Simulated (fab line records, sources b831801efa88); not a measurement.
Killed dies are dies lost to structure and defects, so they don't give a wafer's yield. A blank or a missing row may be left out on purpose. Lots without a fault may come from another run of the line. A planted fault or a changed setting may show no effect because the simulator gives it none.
One fault seen from 2 desks | flow gf180mcu | each desk has only its own numbers; what lay behind them comes last

THE TOOL OWNER'S DESK: pvd_sputter-02
The tool's own readings at GF_SALICIDE_SPUTTER_02 (material Co, target thk 10 nm, time 20 s): means of the sampled wafers that have a number, for each lot that ran on this tool. A lot is out of limits, marked OUT, if its mean lies more than 4 standard deviations from the usual mean; the brackets give that distance.
Columns: A = throttle_valve_pct at GF_SALICIDE_SPUTTER_02, usual 29.3 %
lot  | first seen here | A
L255 | day 16 05:14    | 29.2
L256 | day 16 05:38    | 28.6
L258 | day 17 03:08    | 28.6
L261 | day 18 01:35    | 29.1
L262 | day 18 06:48    | 29.2
L263 | day 18 15:40    | 29.1
L276 | day 22 23:58    | 28.6
This desk's finding: nothing out of limits on any of the 7 lots.

THE METROLOGY DESK
What the gauges read, lot by lot, whatever tool the lot ran on: means of the sampled wafers that have a number. A lot is out of limits, marked OUT, if its mean lies more than 4 standard deviations from the usual mean; the brackets give that distance.
Columns: A = SALICIDE_TIN_RS at GF_SALICIDE_RS_MEAS_04, usual 16.54 ohm/sq
lot  | first seen here | A
L254 | day 15 16:25    | 16.18
L255 | day 16 05:17    | 16.68
L256 | day 16 05:44    | 16.63
L257 | day 16 14:16    | 16.28
L258 | day 17 03:14    | 16.48
L260 | day 17 19:38    | 16.34
L261 | day 18 01:39    | 16.52
L262 | day 18 06:52    | 16.55
L263 | day 18 15:43    | 15.41 (-4.0) OUT
L273 | day 22 06:11    | 17.11
L274 | day 22 17:41    | 16.80
L275 | day 22 19:12    | 16.55
L276 | day 23 00:03    | 16.40
This desk's finding: out of limits on L263; first on L263, day 18 15:43 (SALICIDE_TIN_RS at GF_SALICIDE_RS_MEAS_04). In limits: L254, L255, L256, L257, L258, L260, L261, L262, L273, L274, L275, L276.

PUT TOGETHER
The metrology desk could have raised an alarm at day 18 15:43, on L263.
The tool owner's desk saw nothing out of limits.
The tool owner's desk has L263 on record, within its limits.
Of the lots named, all ran GF_SALICIDE_SPUTTER_02 on pvd_sputter-02.

WHAT THE SIMULATOR HAD PUT IN
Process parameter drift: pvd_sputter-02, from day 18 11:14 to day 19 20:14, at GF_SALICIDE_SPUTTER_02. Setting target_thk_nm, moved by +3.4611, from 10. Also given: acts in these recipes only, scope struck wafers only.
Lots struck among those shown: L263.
Hours from the fault's start to each desk's first reading out of limits: the metrology desk, 4.
